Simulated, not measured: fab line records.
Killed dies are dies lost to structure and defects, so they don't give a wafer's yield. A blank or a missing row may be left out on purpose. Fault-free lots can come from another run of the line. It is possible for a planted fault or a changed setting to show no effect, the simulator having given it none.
What tool caused it? / flow gf180mcu / 7 lots with 21 wafers sampled at 3 steps, on a route of 602 steps

WHAT THE GAUGES READ, wafer by wafer
GF_PSD_TW_MEAS_11.
lot=L478; measured=day 13 17:17; on=filmMetro-02; PSD_TW=3226 3228 3239
lot=L479; measured=day 14 21:08; on=filmMetro-03; PSD_TW=3218 3225 3214
lot=L480; measured=day 15 12:50; on=filmMetro-03; PSD_TW=3220 3209 3222
lot=L481; measured=day 15 14:08; on=filmMetro-01; PSD_TW=3159 3134 3142
lot=L482; measured=day 16 04:01; on=filmMetro-03; PSD_TW=3198 3206 3209
lot=L489; measured=day 18 15:38; on=filmMetro-01; PSD_TW=2121 2128 2128
lot=L490; measured=day 18 21:52; on=filmMetro-02; PSD_TW=2199 2192 2203

WHICH TOOL RAN EACH LOT (tool, then ch and the chambers of the sampled wafers, then the start)
lot=L478; GF_PSD_IMPLANT_09=implanter-01 ch 0, day 13 17:02; GF_PSD_STRIP_10=plasmaAsher-01 ch 0,1, day 13 17:11
lot=L479; GF_PSD_IMPLANT_09=implanter-01 ch 0, day 14 20:55; GF_PSD_STRIP_10=plasmaAsher-02 ch 0,1, day 14 21:02
lot=L480; GF_PSD_IMPLANT_09=implanter-02 ch 0, day 15 12:35; GF_PSD_STRIP_10=plasmaAsher-04 ch 0,1, day 15 12:44
lot=L481; GF_PSD_IMPLANT_09=implanter-02 ch 0, day 15 13:53; GF_PSD_STRIP_10=plasmaAsher-02 ch 0,1, day 15 14:02
lot=L482; GF_PSD_IMPLANT_09=implanter-03 ch 0, day 16 03:41; GF_PSD_STRIP_10=plasmaAsher-02 ch 0,1, day 16 03:50
lot=L489; GF_PSD_IMPLANT_09=implanter-02 ch 0, day 18 15:23; GF_PSD_STRIP_10=plasmaAsher-02 ch 0,1, day 18 15:32
lot=L490; GF_PSD_IMPLANT_09=implanter-01 ch 0, day 18 21:40; GF_PSD_STRIP_10=plasmaAsher-01 ch 0,1, day 18 21:46
- GF_PSD_IMPLANT_09
- GF_PSD_STRIP_10: strips in O2/N2.

THE ANSWER, worked out from the rows above alone
Rule: usual is defined by the lots themselves. The widest of any qualifying gaps counts: lots, ordered by their means at a reading, are off when they make up no more than a third of the lots, leave a main group of 4 or more, and stand apart from it by 3 or more times the standard deviation of that group's means. If all means in a main group match to the digits the tables above print for the reading, that group is not used. Also off: a lot with no number at a reading for which 4 or more lots have one. The other lots that the step has rows for count as sound.
Off: L489, L490, at GF_PSD_TW_MEAS_11 (PSD_TW). The main group: mean 3203, standard deviation 30.
A tool fits if, at a process step before that reading, it ran every lot that is off, and no sound lot after the first of them. Gauges at GF_PSD_TW_MEAS_11: tried the same way as those tools. Not one of the candidates tried fits.

WHAT THE SIMULATOR HAD PUT IN
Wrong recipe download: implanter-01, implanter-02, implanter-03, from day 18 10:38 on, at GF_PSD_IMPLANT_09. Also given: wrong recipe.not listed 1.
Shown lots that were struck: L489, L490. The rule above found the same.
